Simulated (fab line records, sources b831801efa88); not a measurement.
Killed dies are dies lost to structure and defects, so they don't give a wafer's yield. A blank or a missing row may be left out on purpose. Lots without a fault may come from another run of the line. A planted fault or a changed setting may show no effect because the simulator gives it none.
Which tool did it? | flow gf180mcu | 13 lots, 39 wafers sampled, at 5 steps of a route of 602

WHAT THE GAUGES READ, wafer by wafer
GF_VT_IMPLANT_RS_MEAS_47: measures by four-point-probe. Usual: NWELL_RS 488.1 ohm/sq, standard deviation 1.2.
lot  | measured     | on            | NWELL_RS (ohm/sq) | flag
L793 | day 7 13:36  | film_metro-01 | 487.8 488.3 487.7 |
L794 | day 7 17:41  | film_metro-02 | 487.2 487.4 486.3 |
L795 | day 8 00:07  | film_metro-04 | 486.7 486.8 487.9 |
L798 | day 8 19:10  | film_metro-04 | 488.3 488.1 488.6 |
L799 | day 9 05:22  | film_metro-02 | 486.3 486.2 487.7 |
L800 | day 9 10:17  | film_metro-01 | 489.9 489.2 489.8 |
L802 | day 10 00:30 | film_metro-01 | 490.6 490.0 490.3 |
L803 | day 10 05:43 | film_metro-01 | 489.5 487.8 487.7 |
L804 | day 10 12:56 | film_metro-02 | 488.6 487.5 488.0 |
L807 | day 11 14:48 | film_metro-04 | 488.9 487.5 487.0 |
L809 | day 12 00:53 | film_metro-04 | 489.0 488.6 486.5 |
L811 | day 12 15:14 | film_metro-02 | 487.8 488.0 488.6 |
L814 | day 13 11:17 | film_metro-01 | 490.0 489.4 488.8 |

GF_CONTACT_THK_MEAS_03. Usual: CONTACT_CVD_02_THK 858 nm, standard deviation 11.
lot  | measured     | on            | CONTACT_CVD_02_THK (nm) | flag
L793 | day 15 12:08 | film_metro-01 | 847 862 866             |
L794 | day 15 09:25 | film_metro-02 | 866 857 864             |
L795 | day 15 19:04 | film_metro-01 | 865 843 868             |
L798 | day 16 18:44 | film_metro-01 | 855 840 864             |
L799 | day 17 05:13 | film_metro-04 | 839 855 857             |
L800 | day 17 15:48 | film_metro-04 | 853 869 864             |
L802 | day 18 07:52 | film_metro-04 | 858 850 862             |
L803 | day 18 16:28 | film_metro-04 | 842 855 858             |
L804 | day 19 00:11 | film_metro-04 | 851 861 860             |
L807 | day 20 10:11 | film_metro-01 | 849 851 865             |
L809 | day 21 00:05 | film_metro-04 | 850 852 859             |
L811 | day 21 14:31 | film_metro-02 | 877 849 875             |
L814 | day 22 16:06 | film_metro-02 | 851 842 862             |

GF_M2_OVL_MEAS_15. Usual: M2_OVL -1 nm, standard deviation 5.1.
lot  | measured     | on         | M2_OVL (nm) | flag
L793 | day 19 14:28 | overlay-01 | 7 13 6      |
L794 | day 19 11:53 | overlay-02 | 2 6 -5      |
L795 | day 20 00:10 | overlay-01 | -1 -1 -9    |
L798 | day 20 23:22 | overlay-01 | -3 0 -1     |
L799 | day 21 10:32 | overlay-01 | 4 6 1       |
L800 | day 21 21:37 | overlay-01 | -3 -10 -12  |
L802 | day 22 12:44 | overlay-01 | -10 -5 3    |
L803 | day 22 21:28 | overlay-01 | 0 -6 1      |
L804 | day 23 04:37 | overlay-01 | 0 -2 -3     |
L807 | day 24 11:34 | overlay-02 | -16 -7 -11  |
L809 | day 25 00:58 | overlay-01 | 1 6 0       |
L811 | day 25 12:25 | overlay-01 | -5 3 -6     |
L814 | day 26 12:55 | overlay-02 | 7 6 5       |

WHICH TOOL RAN EACH LOT (tool, then ch and the chambers of the sampled wafers, then the start)
lot  | GF_STI_COAT_07                   | GF_STI_STRIP_15
L793 | litho_track-04 ch 0, day 1 19:26 | plasma_asher-02 ch 0,1, day 2 02:13
L794 | litho_track-04 ch 0, day 1 23:41 | plasma_asher-03 ch 0,1, day 2 05:51
L795 | litho_track-02 ch 0, day 2 04:53 | plasma_asher-04 ch 0,1, day 2 11:13
L798 | litho_track-01 ch 0, day 2 19:46 | plasma_asher-02 ch 0,1, day 3 02:28
L799 | litho_track-02 ch 0, day 3 01:41 | plasma_asher-04 ch 0,1, day 3 08:42
L800 | litho_track-01 ch 0, day 3 06:39 | plasma_asher-02 ch 0,1, day 3 13:50
L802 | litho_track-02 ch 0, day 3 16:47 | plasma_asher-02 ch 0,1, day 3 23:39
L803 | litho_track-01 ch 0, day 3 21:49 | plasma_asher-02 ch 0, day 4 04:56
L804 | litho_track-02 ch 0, day 4 03:08 | plasma_asher-04 ch 0,1, day 4 10:21
L807 | litho_track-02 ch 0, day 4 18:46 | plasma_asher-03 ch 0, day 5 02:16
L809 | litho_track-04 ch 0, day 5 05:28 | plasma_asher-04 ch 0,1, day 5 12:40
L811 | litho_track-02 ch 0, day 5 15:20 | plasma_asher-03 ch 0,1, day 5 22:58
L814 | litho_track-01 ch 0, day 6 05:30 | plasma_asher-04 ch 0,1, day 6 13:28
- GF_STI_COAT_07: resist thk 700 nm.
- GF_STI_STRIP_15: strips in O2/N2.

WHAT THE TOOLS THEMSELVES READ (means of the sampled wafers that have a number; where no wafer has one, the mark that the record gives instead)
GF_STI_COAT_07. Usual: dispense_pressure_kPa 47.4 kPa, standard deviation 2.2; exhaust_pa 44.9 Pa, standard deviation 0.85; resist_line_temp_C 23.01 C, standard deviation 0.1.
lot  | tool           | dispense_pressure_kPa (kPa) | exhaust_pa (Pa) | resist_line_temp_C (C) | flag
L793 | litho_track-04 | 49.3                        | 44.3            | 23.09                  |
L794 | litho_track-04 | 49.2                        | 45.3            | 23.11                  |
L795 | litho_track-02 | 45.0                        | 45.5            | 23.05                  |
L798 | litho_track-01 | 49.6                        | 45.6            | 22.96                  |
L799 | litho_track-02 | 45.0                        | 45.4            | 23.01                  |
L800 | litho_track-01 | 49.6                        | 45.7            | 22.94                  |
L802 | litho_track-02 | 45.0                        | 44.3            | 22.99                  |
L803 | litho_track-01 | 49.6                        | 44.1            | 22.98                  |
L804 | litho_track-02 | 45.0                        | 45.3            | 23.07                  |
L807 | litho_track-02 | 45.0                        | 43.9            | 23.00                  |
L809 | litho_track-04 | 49.2                        | 44.9            | 23.09                  |
L811 | litho_track-02 | 45.0                        | 44.0            | 23.00                  |
L814 | litho_track-01 | 49.6                        | 45.7            | 22.85                  |

GF_STI_STRIP_15. Usual: drypump_motor_current_A 5.8 A, standard deviation 0.36; heater_power_w 353 W, standard deviation 24; n2_flow_sccm 300.0 sccm, standard deviation 1; oes_product_au 0.382 a.u., standard deviation 0.005; strip_time_to_endpoint_s 3.70 s, standard deviation 0.038.
lot  | tool            | drypump_motor_current_A (A) | heater_power_w (W) | n2_flow_sccm (sccm) | oes_product_au (a.u.) | strip_time_to_endpoint_s (s) | flag
L793 | plasma_asher-02 | 5.9                         | 350                | 299.7               | 0.383                 | 3.74                         |
L794 | plasma_asher-03 | 5.7                         | 376                | 298.8               | 0.378                 | 3.66                         |
L795 | plasma_asher-04 | 6.0                         | 334                | 298.7               | 0.385                 | 3.67                         |
L798 | plasma_asher-02 | 5.7                         | 358                | 300.4               | 0.381                 | 3.73                         |
L799 | plasma_asher-04 | 6.0                         | 332                | 298.7               | 0.383                 | 3.69                         |
L800 | plasma_asher-02 | 5.9                         | 347                | 300.7               | 0.380                 | 3.69                         |
L802 | plasma_asher-02 | 5.9                         | 349                | 300.4               | 0.386                 | 3.68                         |
L803 | plasma_asher-02 | 6.0                         | 345                | 298.4               | 0.382                 | 3.69                         |
L804 | plasma_asher-04 | 6.1                         | 338                | 299.8               | 0.382                 | 3.69                         |
L807 | plasma_asher-03 | 5.1                         | 396                | 300.5               | 0.396                 | 4.00                         | OFF
L809 | plasma_asher-04 | 6.1                         | 332                | 300.5               | 0.382                 | 3.74                         |
L811 | plasma_asher-03 | 5.6                         | 377                | 299.8               | 0.396                 | 4.00                         | OFF
L814 | plasma_asher-04 | 6.0                         | 330                | 300.3               | 0.381                 | 3.64                         |

THE ANSWER, worked out from the rows above alone
Rule: a lot is off if the mean of its wafers that have a number lies more than 3 standard deviations from the usual mean. A lot without any number at a reading at which 4 lots or more have one is off too. The other lots that the step has rows for count as sound. The gauges are gone through in route order, then the tools' own readings, and for those a lot's mean is taken as printed above. The first step at which some lot is off is used, and at that step the reading that is off furthest; a lot without a number counts as furthest.
Off: L807, L811, at GF_STI_STRIP_15 (strip_time_to_endpoint_s).
A tool fits if, at that step or a process step before it, it ran every lot that is off, and no sound lot after the first of them. Can't be told from this: 2 tools fit, litho_track-02 at GF_STI_COAT_07, plasma_asher-03 at GF_STI_STRIP_15.

WHAT THE SIMULATOR HAD PUT IN
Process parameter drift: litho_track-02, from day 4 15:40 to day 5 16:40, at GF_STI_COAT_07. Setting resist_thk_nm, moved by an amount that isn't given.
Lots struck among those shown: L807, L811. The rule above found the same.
